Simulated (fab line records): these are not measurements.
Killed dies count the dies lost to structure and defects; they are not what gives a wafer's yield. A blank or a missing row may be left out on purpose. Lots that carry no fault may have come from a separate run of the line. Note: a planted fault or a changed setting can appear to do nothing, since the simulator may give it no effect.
Matching of chambers / flow sky130 / SKY_LI_CONTACT_CMP_02 on cmp-02 has 4 sister chambers
The step polishes PSG. 18 wafers are shown with their chamber, then 8 later ones without.

WAFERS PAIRED WITH THEIR CHAMBERS
wafer=L841.1; chamber=0; motor current A (A)=12.7; time to endpoint s (s)=34.6; slurry filter dp kPa (kPa)=13.07
wafer=L841.4; chamber=3; motor current A (A)=10.7; time to endpoint s (s)=32.0; slurry filter dp kPa (kPa)=13.50
wafer=L841.5; chamber=2; motor current A (A)=11.4; time to endpoint s (s)=30.7; slurry filter dp kPa (kPa)=13.53
wafer=L844.3; chamber=3; motor current A (A)=10.7; time to endpoint s (s)=29.1; slurry filter dp kPa (kPa)=13.52
wafer=L844.4; chamber=0; motor current A (A)=13.7; time to endpoint s (s)=35.4; slurry filter dp kPa (kPa)=13.53
wafer=L844.5; chamber=1; motor current A (A)=13.4; time to endpoint s (s)=29.7; slurry filter dp kPa (kPa)=13.64
wafer=L846.3; chamber=0; motor current A (A)=13.7; time to endpoint s (s)=36.9; slurry filter dp kPa (kPa)=13.45
wafer=L846.5; chamber=3; motor current A (A)=10.1; time to endpoint s (s)=32.1; slurry filter dp kPa (kPa)=13.50
wafer=L846.6; chamber=2; motor current A (A)=12.2; time to endpoint s (s)=29.0; slurry filter dp kPa (kPa)=13.55
wafer=L847.1; chamber=3; motor current A (A)=10.6; time to endpoint s (s)=31.2; slurry filter dp kPa (kPa)=13.13
wafer=L847.2; chamber=2; motor current A (A)=11.6; time to endpoint s (s)=30.1; slurry filter dp kPa (kPa)=13.59
wafer=L847.5; chamber=1; motor current A (A)=12.8; time to endpoint s (s)=33.2; slurry filter dp kPa (kPa)=13.43
wafer=L848.1; chamber=1; motor current A (A)=13.2; time to endpoint s (s)=31.4; slurry filter dp kPa (kPa)=13.69
wafer=L848.4; chamber=3; motor current A (A)=11.0; time to endpoint s (s)=29.2; slurry filter dp kPa (kPa)=13.77
wafer=L848.5; chamber=3; motor current A (A)=10.7; time to endpoint s (s)=30.1; slurry filter dp kPa (kPa)=13.62
wafer=L849.1; chamber=3; motor current A (A)=10.8; time to endpoint s (s)=30.4; slurry filter dp kPa (kPa)=13.44
wafer=L849.3; chamber=0; motor current A (A)=13.0; time to endpoint s (s)=33.4; slurry filter dp kPa (kPa)=13.31
wafer=L849.6; chamber=2; motor current A (A)=12.1; time to endpoint s (s)=29.0; slurry filter dp kPa (kPa)=13.42

SIGNATURES (averages over the wafers above)
reading=motor current A; chamber 0=13.275; chamber 1=13.133; chamber 2=11.825; chamber 3=10.657; scatter within a chamber=0.364
reading=time to endpoint s; chamber 0=35.075; chamber 1=31.433; chamber 2=29.700; chamber 3=30.586; scatter within a chamber=1.3
reading=slurry filter dp kPa; chamber 0=13.3400; chamber 1=13.5867; chamber 2=13.5225; chamber 3=13.4971; scatter within a chamber=0.17
Rule: for a wafer and a chamber, the distance is found by dividing, reading by reading, the gap between the wafer's reading and the chamber's mean by the reading's scatter, squaring, summing and taking the root. The wafer belongs to the nearest chamber; if the next one is less than 2 further off, it can't be placed. How the scatter is found: for the shown wafers, subtract from each reading the mean of its chamber, square and add these, divide the total by (wafers less chambers), then take the root.

WAFERS MISSING THEIR CHAMBER
wafer=L850.2; motor current A (A)=13.1; time to endpoint s (s)=30.4; slurry filter dp kPa (kPa)=13.34
wafer=L850.4; motor current A (A)=13.1; time to endpoint s (s)=37.2; slurry filter dp kPa (kPa)=13.29
wafer=L850.6; motor current A (A)=13.0; time to endpoint s (s)=34.4; slurry filter dp kPa (kPa)=13.42
wafer=L854.2; motor current A (A)=11.8; time to endpoint s (s)=29.9; slurry filter dp kPa (kPa)=13.41
wafer=L854.6; motor current A (A)=13.6; time to endpoint s (s)=35.3; slurry filter dp kPa (kPa)=13.47
wafer=L863.2; motor current A (A)=10.4; time to endpoint s (s)=34.1; slurry filter dp kPa (kPa)=13.56
wafer=L863.5; motor current A (A)=11.6; time to endpoint s (s)=32.5; slurry filter dp kPa (kPa)=13.64
wafer=L863.6; motor current A (A)=12.9; time to endpoint s (s)=33.6; slurry filter dp kPa (kPa)=13.43

EACH ONE'S CHAMBER
wafer=L850.2; from the rows above=can't be placed: 1 or 0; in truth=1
wafer=L850.4; from the rows above=0; in truth=0
wafer=L850.6; from the rows above=can't be placed: 0 or 1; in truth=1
wafer=L854.2; from the rows above=2; in truth=2
wafer=L854.6; from the rows above=0; in truth=0
wafer=L863.2; from the rows above=3; in truth=3
wafer=L863.5; from the rows above=can't be placed: 2 or 3 or 1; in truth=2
wafer=L863.6; from the rows above=can't be placed: 0 or 1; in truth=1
Placed correctly: 4 of 8. Cannot be placed on the basis of these rows: 4; the candidates contain the true chamber in 4. Number placed wrongly: 0.
